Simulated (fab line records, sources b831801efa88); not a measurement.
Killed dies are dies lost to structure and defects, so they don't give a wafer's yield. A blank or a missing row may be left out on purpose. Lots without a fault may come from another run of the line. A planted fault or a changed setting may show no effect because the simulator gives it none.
Which tool did it? | flow gf180mcu | 13 lots, 39 wafers sampled, at 1 step of a route of 602

WHAT THE GAUGES READ, wafer by wafer
GF_STI_THK_MEAS_04. Usual: STI_CVD_03_THK 206.8 nm, standard deviation 2.4.
lot  | measured    | on            | STI_CVD_03_THK (nm) | flag
L787 | day 1 13:44 | film_metro-02 | 204.3 203.7 203.8   |
L788 | day 1 18:34 | film_metro-02 | 208.3 210.1 208.3   |
L789 | day 2 00:09 | film_metro-01 | 206.6 206.8 207.1   |
L790 | day 2 04:34 | film_metro-03 | 208.5 206.4 208.1   |
L792 | day 2 15:35 | film_metro-03 | 204.3 205.4 205.4   |
L794 | day 3 01:03 | film_metro-02 | 207.6 207.1 206.7   |
L795 | day 3 05:34 | film_metro-03 | 202.0 202.6 204.0   |
L805 | day 5 08:09 | film_metro-03 | 208.6 207.4 207.1   |
L806 | day 5 13:33 | film_metro-02 | 210.7 207.8 208.7   |
L807 | day 5 17:34 | film_metro-01 | 209.3 209.0 210.7   |
L808 | day 5 23:34 | film_metro-02 | 206.1 209.2 209.3   |
L809 | day 6 03:43 | film_metro-01 | 208.1 206.5 208.6   |
L810 | day 6 10:05 | film_metro-01 | 208.1 210.0 207.3   |

WHICH TOOL RAN EACH LOT (tool, then ch and the chambers of the sampled wafers, then the start)
The record holds no process step before these readings.

WHAT THE TOOLS THEMSELVES READ (means of the sampled wafers that have a number; where no wafer has one, the mark that the record gives instead)
The record holds no such reading with a usual standard deviation.

THE ANSWER, worked out from the rows above alone
Rule: a lot is off if the mean of its wafers that have a number lies more than 3 standard deviations from the usual mean. A lot without any number at a reading at which 4 lots or more have one is off too. The other lots that the step has rows for count as sound. The gauges are gone through in route order, then the tools' own readings, and for those a lot's mean is taken as printed above. The first step at which some lot is off is used, and at that step the reading that is off furthest; a lot without a number counts as furthest.
No lot is off at any reading shown: from this, nothing can be told.

WHAT THE SIMULATOR HAD PUT IN
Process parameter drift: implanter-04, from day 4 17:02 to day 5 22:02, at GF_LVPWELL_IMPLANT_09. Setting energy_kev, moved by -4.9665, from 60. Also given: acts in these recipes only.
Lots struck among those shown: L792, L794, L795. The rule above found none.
